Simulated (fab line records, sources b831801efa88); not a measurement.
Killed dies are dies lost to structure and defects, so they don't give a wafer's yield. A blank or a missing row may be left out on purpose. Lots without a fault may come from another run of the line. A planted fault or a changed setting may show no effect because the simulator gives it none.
fab line records | flow sky130
record lots=6 wafers=18 last_day=49
route steps=708 shown SPACER@305 POLY_CUT@307 PAD_OPEN@708
lots that met no fault: from a run of the same line without faults
start_h: hours from the record's first day to the start of the lot's first wafer shown | wait_h: hours since the lot's step before | " the same as in the row above | L1.1+2: a row that stands for several wafers | - no value, or no start given | * or withheld: withheld | < > ~ a bound
route shown NAME@n: a module of which the file shows steps, and the number in the route of the first | usual: mean/standard deviation of fault-free wafers | same: alike in all rows | chamber/n: place in a boat | sites: the reading at each site | _std_site: their standard deviation | _edge_site: outer sites' mean less inner sites' | radius_mm: how far each site lies from the wafer's centre | mask NAME#n: copy n | behind: the tool/chamber that last shaped the wafer | hold: why the lot was held/for how many hours/how that ended | device: the transistor (n, p or np) that didn't switch | end of line: the same wafers' tests at the end of the route | a step without rows: its recipe alone | killed: dies lost to structure and defects at the first sort, not the wafer's yield | map: a wafer's dies, x killed, . not, _ none there
set.NAME: the setting as run; set.NAME@STEP: as run at that earlier step | model.NAME: the simulator's own value behind a step, which no gauge read
lots at some steps of the route; a table a step, a row a wafer
services: from which hour (start_h, from the record's first day; less than 0 if before it) a tool's chamber was out of use, for how many hours, and why
## steps
# step SKY_SPACER_THK_MEAS_01
# recipe reads=Si3N4_of_SPACER_CVD_00
# usual SPACER_CVD_00_THK=43.1/0.38
# columns lot.wafer tool chamber start_h wait_h SPACER_CVD_00_THK[nm]
L770.1 film_metro-01 - 572.23 0.0 43.3
L770.3 " - " " 43.1
L770.6 " - " " 43.2
L772.2 film_metro-02 - 581.71 0.0 43.0
L772.4 " - " " 43.4
L772.5 " - " " 43.2
L780.3 film_metro-03 - 658.58 0.0 43.2
L780.5 " - " " 42.9
L780.6 " - " " 43.0
L781.1 film_metro-03 - 659.77 0.0 43.2
L781.2 " - " " 43.7
L781.4 " - " " 43.6
L783.1 film_metro-01 - 670.08 0.0 43.2
L783.4 " - " " 43.0
L783.5 " - " " 43.3
L784.3 film_metro-01 - 679.85 0.0 42.3
L784.4 " - " " 42.1
L784.6 " - " " 41.9
# step SKY_SPACER_ETCHBACK_02
# recipe chemistry=CH3F/O2 target=Si3N4 stop_on=SiO2 source_w=400 bias_w=80 pressure_mtorr=25 ch3f_flow_sccm=40 O2_flow_sccm=30 time_s=46.7 target_depth_a=450
# usual ch3f_flow_sccm=39.99/0.12 drypump_motor_current_A=5.8/0.41 oes_product_au=0.855/0.0059 throttle_valve_pct=10.562/0.0097
# columns lot.wafer tool chamber start_h wait_h ch3f_flow_sccm drypump_motor_current_A oes_product_au rf_hours_counter_h throttle_valve_pct
L770.1 rie_diel-01 3 572.29 0.1 39.97 5.3 0.863 10 10.566
L770.3 " 2 " " 40.04 5.0 0.847 52 10.534
L770.6 " 0 " " 40.10 5.8 0.854 - 10.572
L772.2 rie_diel-03 1 581.76 0.0 40.01 6.3 0.856 34 10.585
L772.4 " 2 " " 39.81 6.2 0.859 8 10.562
L772.5 " 2 " " 39.53 6.2 0.850 - 10.566
L780.3 rie_diel-03 2 658.62 0.0 39.83 6.3 0.857 9 10.552
L780.5 " 3 " " 40.02 6.0 0.848 - 10.561
L780.6 " 2 " " 40.12 6.3 0.853 - 10.581
L781.1 rie_diel-01 3 659.83 0.1 40.03 5.2 0.860 12 10.550
L781.2 " 1 " " 39.81 6.2 0.855 1 10.558
L781.4 " 0 " " 39.95 5.8 0.859 6 10.571
L783.1 rie_diel-01 1 670.14 0.1 40.12 6.1 0.856 1 10.557
L783.4 " 3 " " 40.02 5.2 0.856 12 10.552
L783.5 " 0 " " 40.08 5.8 0.859 - 10.556
L784.3 rie_diel-01 3 679.89 0.0 40.08 5.3 0.849 12 10.551
L784.4 " 1 " " 40.23 6.1 0.849 1 10.548
L784.6 " 0 " " 40.00 5.8 0.848 - 10.531
# step SKY_POLY_CUT_DEHYDRATE_00
# recipe temp_c=200 time_s=60
# step SKY_POLY_CUT_HMDS_01
# recipe prime_time_s=60 prime_temp_c=120
# step SKY_POLY_CUT_COAT_02
# recipe resist=BARC temp_c=withheld time_s=withheld spin_rpm=3000 resist_thk_nm=60
# step SKY_POLY_CUT_COAT_03
# recipe resist=KrF-thick spin_rpm=3000 resist_thk_nm=450
# step SKY_POLY_CUT_SOFTBAKE_04
# recipe temp_c=100 time_s=90 resist=KrF-thick
# step SKY_POLY_CUT_EXPOSE_05
# recipe mask_id=NPCM na=0.8 source_shape=annular sigma_inner=0.55 sigma_outer=0.85 target_cd_nm=270 dose_mj=32
# step SKY_POLY_CUT_PEB_06
# recipe peb_temp_c=withheld peb_time_s=withheld resist=KrF-thick
# step SKY_POLY_CUT_DEVELOP_07
# recipe develop_time_s=60 resist=KrF-thick dev_temp_c=21
# step SKY_POLY_CUT_CD_MEAS_08
# recipe target_cd_nm=270
# usual cd_nm=270.3/1.5
# columns lot.wafer tool chamber start_h wait_h cd_nm
L770.1 cd_sem-02 - 602.28 - 270.5
L770.3 " - " " 269.7
L770.6 " - " " 270.4
L772.2 cd_sem-01 - 610.55 - 268.4
L772.4 " - " " 267.5
L772.5 " - " " 268.6
L780.3 cd_sem-01 - 686.57 - 268.7
L780.5 " - " " 269.1
L780.6 " - " " 270.8
L781.1 cd_sem-01 - 687.78 - 273.3
L781.2 " - " " 273.5
L781.4 " - " " 272.2
L783.1 cd_sem-02 - 698.01 - 268.8
L783.4 " - " " 270.0
L783.5 " - " " 269.4
L784.3 cd_sem-01 - 707.37 - 271.9
L784.4 " - " " 271.4
L784.6 " - " " 273.0
# step SKY_POLY_CUT_OVL_MEAS_09
# usual POLY_CUT_OVL=-3/4.8
# columns lot.wafer tool chamber start_h wait_h POLY_CUT_OVL[nm]
L770.1 overlay-01 - 602.40 0.1 -7
L770.3 " - " " -8
L770.6 " - " " 0
L772.2 overlay-01 - 610.65 0.1 -8
L772.4 " - " " -7
L772.5 " - " " 0
L780.3 overlay-01 - 686.66 0.1 -8
L780.5 " - " " -5
L780.6 " - " " -4
L781.1 overlay-02 - 687.90 0.1 7
L781.2 " - " " 0
L781.4 " - " " 5
L783.1 overlay-01 - 698.13 0.1 -7
L783.4 " - " " 0
L783.5 " - " " 5
L784.3 overlay-01 - 707.46 0.1 -3
L784.4 " - " " 1
L784.6 " - " " -3
# step SKY_POLY_CUT_ETCH_10
# recipe chemistry=N2/H2 target=BARC ion_energy_ev=200 source_w=500 bias_w=100 pressure_mtorr=30 n2_flow_sccm=100 h2_flow_sccm=200 stop_on=SiO2 time_s=45.9 target_depth_a=600
# usual bias_w=99.9/0.33 drypump_motor_current_A=5.6/0.33 oes_product_au=0.853/0.0043 throttle_valve_pct=13.225/0.0098
# columns lot.wafer tool chamber start_h wait_h bias_w drypump_motor_current_A oes_product_au rf_hours_counter_h throttle_valve_pct
L770.1 rie_diel-02 0 602.43 0.0 100.2 5.5 0.854 7 13.242
L770.3 " 1 " " 100.0 5.7 0.855 16 13.218
L770.6 " 1 " " 100.4 5.7 0.856 - 13.224
L772.2 rie_diel-01 2 610.68 0.0 99.8 5.0 0.852 52 13.238
L772.4 " 3 " " 100.1 5.3 0.853 11 13.240
L772.5 " 0 " " 100.2 5.8 0.855 - 13.223
L780.3 rie_diel-02 2 686.68 0.0 99.0 5.8 0.854 2 13.226
L780.5 " 1 " " 99.9 5.7 0.849 - 13.226
L780.6 " 0 " " 96.3 5.5 0.857 - 13.233
L781.1 rie_diel-04 2 687.93 0.0 100.5 5.9 0.849 55 13.218
L781.2 " 0 " " 100.0 5.3 0.856 20 13.216
L781.4 " 0 " " 100.3 5.3 0.850 - 13.228
L783.1 rie_diel-02 1 698.17 0.0 99.8 5.7 0.854 19 13.213
L783.4 " 0 " " 96.5 5.4 0.860 9 13.225
L783.5 " 0 " " 95.9 5.5 0.852 - 13.216
L784.3 rie_diel-04 0 707.51 0.0 99.9 5.3 0.857 - 13.212
L784.4 " 1 " " 100.0 5.6 0.845 - 13.219
L784.6 " 1 " " 99.5 5.6 0.850 - 13.218
# step SKY_POLY_CUT_ETCH_11
# recipe target=Si3N4 chemistry=CF4/CH2F2/Ar stop_on=poly-Si source_w=600 bias_w=150 pressure_mtorr=40 cf4_flow_sccm=40 ch2f2_flow_sccm=20 Ar_flow_sccm=150 time_s=42.5 target_depth_a=600
# usual bias_w=150.0/0.44 ch2f2_flow_sccm=20.00/0.067 drypump_motor_current_A=5.6/0.32 oes_product_au=0.831/0.0063 throttle_valve_pct=14.994/0.0091
# columns lot.wafer tool chamber start_h wait_h bias_w ch2f2_flow_sccm drypump_motor_current_A oes_product_au rf_hours_counter_h throttle_valve_pct
L770.1 rie_diel-02 0 602.48 0.0 150.0 19.95 5.5 0.831 7 15.019
L770.3 " 1 " " 149.9 20.03 5.7 0.829 16 14.992
L770.6 " 1 " " 149.7 20.08 5.7 0.835 - 14.992
L772.2 rie_diel-01 2 610.73 0.0 149.4 19.95 5.0 0.829 52 14.986
L772.4 " 3 " " 150.1 20.11 5.2 0.824 11 15.014
L772.5 " 0 " " 150.4 19.84 5.8 0.842 - 14.986
L780.3 rie_diel-02 2 686.73 0.0 150.3 20.02 5.8 0.816 2 14.998
L780.5 " 1 " " 150.2 20.01 5.7 0.827 - 14.992
L780.6 " 0 " " 150.1 19.97 5.5 0.823 - 14.995
L781.1 rie_diel-04 2 687.98 0.0 149.8 19.80 5.9 0.835 55 14.998
L781.2 " 0 " " 150.7 20.10 5.3 0.829 20 14.994
L781.4 " 0 " " 150.6 20.04 5.3 0.833 - 15.001
L783.1 rie_diel-02 1 698.21 0.0 149.9 20.09 5.7 0.822 19 14.996
L783.4 " 0 " " 150.1 20.00 5.5 0.834 9 15.009
L783.5 " 0 " " 150.2 20.03 5.5 0.822 - 14.996
L784.3 rie_diel-04 0 707.57 0.0 150.0 20.06 5.3 0.832 - 14.973
L784.4 " 1 " " 149.5 20.06 5.6 0.829 - 14.987
L784.6 " 1 " " 149.6 19.92 5.6 0.832 - 14.983
# step SKY_PAD_OPEN_PROBE_99
# usual killed_at_M0_to_M3=43/6.4 killed_at_M4_up=2.9/1.7 killed_at_contacts=24/5 killed_at_front_end=15/4 killed_at_other=0.4/0.62 killed_dies=86/9.3 killed_open=47/6.8 killed_short=38/5.8
# same gross_dies=492 killed_at_back_side=0
# columns lot.wafer tool chamber start_h wait_h killed_at_M0_to_M3 killed_at_M4_up killed_at_contacts killed_at_front_end killed_at_other killed_dies killed_open killed_short
L770.1 prober-01 - 1104.69 0.1 50 8 22 8 0 88 47 41
L770.3 prober-01 - 1104.79 0.2 52 3 30 13 0 98 57 41
L770.6 prober-01 - 1104.94 0.2 39 4 25 21 0 89 49 39
L772.2 prober-01 - 1111.07 0.1 47 2 30 16 0 95 48 47
L772.4 prober-01 - 1111.17 0.2 37 1 21 14 0 73 40 33
L772.5 prober-01 - 1111.22 0.2 48 4 20 17 0 89 51 38
L783.1 prober-02 - 1168.76 0.1 39 1 16 8 0 64 33 31
L783.4 prober-02 - 1168.91 0.2 41 5 23 16 1 86 45 41
L783.5 prober-02 - 1168.96 0.2 49 2 28 16 0 95 48 47
L784.3 prober-02 - 1177.10 0.2 29 2 32 13 0 76 42 34
L784.4 prober-02 - 1177.15 0.2 40 6 26 13 0 85 48 37
L784.6 prober-02 - 1177.25 0.2 46 4 18 17 0 85 53 32
# killed by level:class
L770.1 VIA2:geometric_particle:open=12 VIA1:geometric_particle:open=10 METAL4:geometric_particle:short=7 LI_CONTACT:geometric_particle:open=6 CONTACT:geometric_particle:open=6 METAL1:geometric_particle:short=6 VIA3:geometric_particle:open=5 LI_CONTACT:geometric_particle:short=5
L770.3 VIA1:geometric_particle:open=19 CONTACT:geometric_particle:open=11 VIA2:geometric_particle:open=8 CONTACT:geometric_particle:short=6 VIA1:geometric_particle:short=5 LI_CONTACT:geometric_particle:open=4 LI_CONTACT:geometric_particle:short=4 LOCAL_INTERCONNECT:geometric_particle:short=4
L770.6 CONTACT:geometric_particle:open=14 VIA1:geometric_particle:open=8 VIA2:geometric_particle:open=7 FIELD_ISO:geometric_particle:open=6 VIA3:geometric_particle:open=6 FIELD_ISO:geometric_particle:short=5 LI_CONTACT:geometric_particle:open=4 CONTACT:geometric_particle:short=4
L772.2 CONTACT:geometric_particle:open=12 VIA2:geometric_particle:open=9 VIA3:geometric_particle:open=8 VIA1:geometric_particle:short=7 VIA1:geometric_particle:open=7 CONTACT:geometric_particle:short=6 FIELD_ISO:geometric_particle:short=5 POLY_GATE:geometric_particle:short=5
L772.4 VIA1:geometric_particle:open=10 LI_CONTACT:geometric_particle:open=6 CONTACT:geometric_particle:short=6 CONTACT:geometric_particle:open=5 VIA2:geometric_particle:open=5 VIA1:geometric_particle:short=5 VIA3:geometric_particle:open=4 FIELD_ISO:geometric_particle:short=3
L772.5 VIA1:geometric_particle:open=14 CONTACT:geometric_particle:open=8 LI_CONTACT:geometric_particle:open=6 VIA3:geometric_particle:open=6 VIA1:geometric_particle:short=5 METAL2:geometric_particle:short=5 FIELD_ISO:geometric_particle:short=4 POLY_GATE:geometric_particle:open=4
L783.1 VIA2:geometric_particle:open=7 VIA1:geometric_particle:open=6 LI_CONTACT:geometric_particle:short=5 CONTACT:geometric_particle:open=5 METAL1:geometric_particle:short=5 LI_CONTACT:geometric_particle:open=4 VIA1:geometric_particle:short=4 METAL3:geometric_particle:open=4
L783.4 VIA1:geometric_particle:open=9 LI_CONTACT:geometric_particle:open=7 VIA2:geometric_particle:open=7 CONTACT:geometric_particle:open=6 METAL2:geometric_particle:short=6 LOCAL_INTERCONNECT:geometric_particle:short=5 VIA2:geometric_particle:short=5 POLY_GATE:geometric_particle:open=4
L783.5 CONTACT:geometric_particle:open=10 METAL1:geometric_particle:short=10 VIA2:geometric_particle:open=9 VIA1:geometric_particle:open=8 FIELD_ISO:geometric_particle:open=7 VIA1:geometric_particle:short=7 LI_CONTACT:geometric_particle:open=6 CONTACT:geometric_particle:short=6
L784.3 CONTACT:geometric_particle:open=14 VIA1:geometric_particle:open=8 FIELD_ISO:geometric_particle:short=6 CONTACT:geometric_particle:short=6 LOCAL_INTERCONNECT:geometric_particle:short=5 VIA3:geometric_particle:open=5 LI_CONTACT:geometric_particle:open=4 METAL2:geometric_particle:open=4
L784.4 CONTACT:geometric_particle:open=12 VIA1:geometric_particle:open=7 METAL1:geometric_particle:short=6 VIA3:geometric_particle:open=6 FIELD_ISO:geometric_particle:open=5 LI_CONTACT:geometric_particle:open=5 VIA2:geometric_particle:open=5 METAL3:geometric_particle:short=5
L784.6 VIA2:geometric_particle:open=14 VIA3:geometric_particle:open=8 CONTACT:geometric_particle:open=6 VIA1:geometric_particle:open=5 FIELD_ISO:geometric_particle:open=4 POLY_GATE:geometric_particle:short=4 CONTACT:geometric_particle:short=4 VIA2:geometric_particle:short=4
## services
# columns tool chamber start_h hours kind
rie_diel-01 1 558.72 - clean
rie_diel-01 1 558.72 24.4 scheduled_down
rie_diel-01 1 558.72 24.4 vent_cycle
rie_diel-04 3 569.99 2.5 repair
rie_diel-02 - 572.04 0.7 repair
rie_diel-02 - 579.15 8.5 repair
rie_diel-02 2 593.29 - clean
rie_diel-02 2 593.29 20.1 scheduled_down
rie_diel-02 2 593.29 20.1 vent_cycle
rie_diel-04 3 624.92 2.6 repair
rie_diel-02 0 641.48 8.3 repair
rie_diel-02 3 649.82 - clean
rie_diel-02 3 649.82 15.7 scheduled_down
rie_diel-02 3 649.82 15.7 vent_cycle
rie_diel-04 3 670.09 22.3 repair
rie_diel-02 - 683.09 2.8 pm
rie_diel-02 0 687.05 8.9 repair
rie_diel-01 2 689.22 - clean
rie_diel-01 2 689.22 17.0 scheduled_down
rie_diel-01 2 689.22 17.0 vent_cycle
rie_diel-04 2 691.94 2.3 repair
rie_diel-04 2 705.42 - clean
rie_diel-04 2 705.42 19.5 scheduled_down
rie_diel-04 3 706.33 7.6 repair
## key
first_sign step=SKY_POLY_CUT_ETCH_10 reading=bias_w direction=down sigmas=11 usual=99.9 struck=96.2
effect none on later readings
met_at SKY_POLY_CUT_ETCH_10
struck_wafers L780.6,L783.4,L783.5
tester_left_out L780,L783
onset_between 602.43 686.68
fault kind=process_parameter_drift tool=rie_diel-02 chamber=0 onset_h=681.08 steps=SKY_POLY_CUT_ETCH_10 channel=bias_w offset=-3.4926 shape=step end_h=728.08 acts_in=these_recipes_only stated=100
# tester_left_out: of these lots the tester's yield and bins aren't shown, on N5 and GAA mostly nor the transistor test; their killed dies are dies lost to structure and defects alone, not to doping, threshold or leakage, so they don't give the yield
